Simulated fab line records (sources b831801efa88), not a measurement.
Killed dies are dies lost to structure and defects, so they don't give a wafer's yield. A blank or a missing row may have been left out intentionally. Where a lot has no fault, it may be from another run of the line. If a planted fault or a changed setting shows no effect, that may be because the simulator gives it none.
Chamber matching / flow sfq-line / SFQ_TRILAYER_I6_DEP_PECVD_165 on pecvd-02: 3 sister chambers
The step deposits SiO2 from SiH4/N2O, time 111.11 s, target thk 500 nm. 3 wafers are shown with their chamber, then 8 later ones without.

## EACH WAFER AND ITS CHAMBER
wafer=L790.1; chamber=0; throttle-valve-pct (%)=24.9
wafer=L790.4; chamber=2; throttle-valve-pct (%)=24.3
wafer=L792.3; chamber=1; throttle-valve-pct (%)=22.8

## WAFERS WITH NO CHAMBER GIVEN
wafer=L792.4; throttle-valve-pct (%)=24.7
wafer=L792.5; throttle-valve-pct (%)=24.3
wafer=L793.2; throttle-valve-pct (%)=24.2
wafer=L793.4; throttle-valve-pct (%)=24.1
wafer=L793.6; throttle-valve-pct (%)=22.7
wafer=L794.1; throttle-valve-pct (%)=23.9
wafer=L794.3; throttle-valve-pct (%)=23.0
wafer=L794.5; throttle-valve-pct (%)=24.9

## THE CHAMBER EACH PASSED THROUGH
wafer=L792.4; from the rows above=can't be placed: 0 or 2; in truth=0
wafer=L792.5; from the rows above=2; in truth=2
wafer=L793.2; from the rows above=2; in truth=2
wafer=L793.4; from the rows above=2; in truth=2
wafer=L793.6; from the rows above=1; in truth=1
wafer=L794.1; from the rows above=2; in truth=2
wafer=L794.3; from the rows above=1; in truth=1
wafer=L794.5; from the rows above=0; in truth=0
Placed correctly: 7 of 8. Unplaceable from these rows: 1, with the true chamber sitting among the candidates in 1. 0 placed wrongly.
How it was worked out, from the rows above alone: a wafer's distance from a chamber is the root of the sum, over the readings, of the square of ((its reading less the chamber's mean) divided by the reading's scatter). The wafer belongs to the nearest chamber; if the next one is less than 2 further off, it can't be placed. A chamber's mean is the mean of its shown wafers. The scatter (one wafer shown for each chamber): square how far every hidden wafer sits from the nearest shown wafer, average those squares and take the square root.
